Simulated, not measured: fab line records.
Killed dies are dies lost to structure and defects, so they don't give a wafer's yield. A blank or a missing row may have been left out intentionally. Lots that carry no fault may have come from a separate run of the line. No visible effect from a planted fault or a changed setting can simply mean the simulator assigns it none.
8D (eight disciplines) problem report, filled in by code | flow gf180mcu | the parts of the form that need people (team, actions taken, sign-off) are left out

== 1. WHAT WENT WRONG ==
MVSD_TW at GF_MVSD_TW_MEAS_11 reads a mean of 44 on 3 wafers of 1 lot; wafers without a fault read 1575 with a standard deviation of 7.1. So: -99 or more standard deviations from the usual mean.
The first sign was on wafer L919.1 at day 6 13:43, on film-metro-04. At this step, 39 wafers from 13 lots have a number in the record. Rule for "out" (also "out of limits"): further than 4 standard deviations from the usual mean. Any other wafer with a number is counted as sound.

== 2. WHAT IT IS, WHAT IT ISN'T ==
question                    | is                     | is not
which readings at this step | MVSD_TW                | -
which lots                  | L919                   | L911, L912, L913, L915, L917, L918, L927, L928, L930, L931, L932, L934
which wafers of those lots  | all that have a number | -
read on which gauges        | film-metro-04          | film-metro-01, film-metro-02
when                        | from day 6 13:43       | up to then (18 sound wafers); but 18 sound wafers of L927, L928, L930, L931, L932, L934 came after

== 3. WHAT RULES OUT EACH SUSPECT ==
Counting: a tool at any process step up to the reading remains a suspect when it ran all the lots that are out and ran no sound lot after the first of those.
- the gauge at GF_MVSD_TW_MEAS_11 is ruled out. All the wafers that are out were read on film-metro-04, but those of them that GF_LVPWELL_STRIP_10 has rows for are out there too, on other tools.
- plasma-asher-01 at GF_LVPWELL_STRIP_10 (strips in O2/N2): ruled out as a lasting fault. The sound lots L928, L930, L931, L934 went through it after L919, its earliest lot that is out (day 5 22:16).
- plasma-asher-03 at GF_MVSD_STRIP_10 (strips in O2/N2): ruled out as a lasting fault. The sound lots L927, L931, L934 went through it after L919, its earliest lot that is out (day 6 13:37).
Left after counting: nothing in the record.

== 4. THE CAUSE (what the simulator had put in) ==
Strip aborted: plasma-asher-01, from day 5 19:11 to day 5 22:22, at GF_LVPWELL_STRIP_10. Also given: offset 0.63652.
The count ruled it out by mistake, since the rule takes a fault to strike every lot its tool runs from the start of the fault on, and this one did not do so.

== 5. THE EFFECT CHAIN, in route order ==
Each row: a reading where the mean over the struck wafers with a number is more than 3 standard deviations away from the usual. Only readings whose record carries a usual standard deviation are examined. hours: median over the lots of the time between each lot's start at the first step of this table that gives one and its start at this step. sigmas: the change, counted in usual standard deviations.
hours | step                | reading                  | usual      | on struck wafers | change | sigmas
0     | GF_LVPWELL_STRIP_10 | oes-product-au           | 0.722 a.u. | 0.949            | +0.227 | +47
15    | GF_MVSD_STRIP_10    | strip-time-to-endpoint-s | 36.90 s    | 53.50            | +16.60 | +99 or more
15    | GF_MVSD_TW_MEAS_11  | MVSD_TW                  | 1575       | 44               | -1531  | -99 or more
The process steps in it:
- GF_LVPWELL_STRIP_10: strips in O2/N2.
- GF_MVSD_STRIP_10: strips in O2/N2.
Readings that are blank on the struck wafers while sound wafers have them: strip-time-to-endpoint-s at GF_LVPWELL_STRIP_10.
At these later measuring or inspecting steps, every struck wafer for which the step has a row has a number for every such reading, and none has moved that far: GF_POLY_GATE_THK_MEAS_17.

== 6. WHAT WOULD HAVE CAUGHT IT SOONER ==
In this record the first reading out of limits at a measuring or inspecting step was taken at day 6 13:43, 19 hours after the fault began at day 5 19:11.
Tool's own readings at GF_LVPWELL_STRIP_10, oes-product-au: out on all struck wafers the step has rows for; an alarm limit on them would have tripped on the first.
